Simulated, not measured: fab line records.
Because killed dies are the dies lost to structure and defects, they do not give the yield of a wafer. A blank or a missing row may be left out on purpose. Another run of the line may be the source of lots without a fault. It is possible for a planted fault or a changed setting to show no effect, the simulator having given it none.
Chamber matching | flow gf180mcu | 4 sister chambers for GF_STI_CMP_25 on cmp-02
The step polishes, stops on Si3N4, t overpolish 33 s, target thk 524.6 nm. 16 wafers are shown with their chamber, then 8 later ones without.

## WAFERS PAIRED WITH THEIR CHAMBERS
wafer  | chamber | time to endpoint s (s) | motor current A (A) | slurry flow ml min
L686.1 | 2       | 131                    | 12.3                | 149.5
L686.3 | 0       | 124                    | 11.6                | 150.8
L686.6 | 3       | 118                    | 10.7                | 150.0
L687.1 | 0       | 125                    | 11.9                | 150.5
L687.3 | 1       | 128                    | 11.2                | 149.8
L687.5 | 2       | 127                    | 12.3                | 149.8
L690.3 | 0       | 120                    | 11.9                | 150.3
L690.4 | 2       | 128                    | 11.9                | 150.2
L690.5 | 1       | 129                    | 11.5                | 150.4
L694.3 | 3       | 120                    | 11.1                | 151.6
L694.5 | 2       | 128                    | 11.8                | 149.7
L694.6 | 3       | 118                    | 11.8                | 150.4
L695.1 | 1       | 122                    | 11.4                | 149.7
L695.3 | 0       | 123                    | 11.4                | 149.9
L695.6 | 3       | 117                    | 11.1                | 149.9
L701.1 | 3       | 115                    | 11.4                | 149.8

SIGNATURES (averages over the wafers above)
reading            | chamber 0 | chamber 1 | chamber 2 | chamber 3 | scatter within a chamber
time to endpoint s | 123.00    | 126.33    | 128.50    | 117.60    | 2.32
motor current A    | 11.700    | 11.367    | 12.075    | 11.220    | 0.303
slurry flow ml min | 150.375   | 149.967   | 149.800   | 150.340   | 0.514
Rule: a wafer lies at a distance from a chamber equal to the root of the sum of squares, over the readings, of (its reading less the chamber's mean, divided by the reading's scatter). If the next closest chamber is less than 2 further off than the closest, the wafer can't be placed; otherwise it belongs to the closest. How the scatter is found: for the shown wafers, subtract from each reading the mean of its chamber, square and add these, divide the total by (wafers less chambers), then take the root.

## WAFERS MISSING THEIR CHAMBER
wafer  | time to endpoint s (s) | motor current A (A) | slurry flow ml min
L701.4 | 122                    | 11.1                | 149.7
L701.6 | 124                    | 11.4                | 149.9
L706.1 | 120                    | 11.1                | 149.3
L706.3 | 119                    | 11.1                | 150.1
L706.4 | 122                    | 10.6                | 151.7
L707.1 | 120                    | 12.1                | 150.3
L707.5 | 119                    | 10.6                | 150.0
L707.6 | 119                    | 11.8                | 149.8

## CHAMBER TAKEN BY EACH
wafer  | from the rows above               | in truth
L701.4 | can't be placed: 1 or 3 or 0      | 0
L701.6 | can't be placed: 1 or 0 or 3 or 2 | 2
L706.1 | can't be placed: 3 or 1 or 0      | 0
L706.3 | can't be placed: 3 or 0           | 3
L706.4 | can't be placed: 3 or 0 or 1      | 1
L707.1 | can't be placed: 0 or 3 or 1 or 2 | 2
L707.5 | can't be placed: 3 or 1 or 0      | 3
L707.6 | can't be placed: 0 or 3 or 1      | 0
Correct placement for 0 of the 8. From these rows, 8 cannot be placed; in 8 the true chamber is one of the candidates. Wrongly placed: 0.
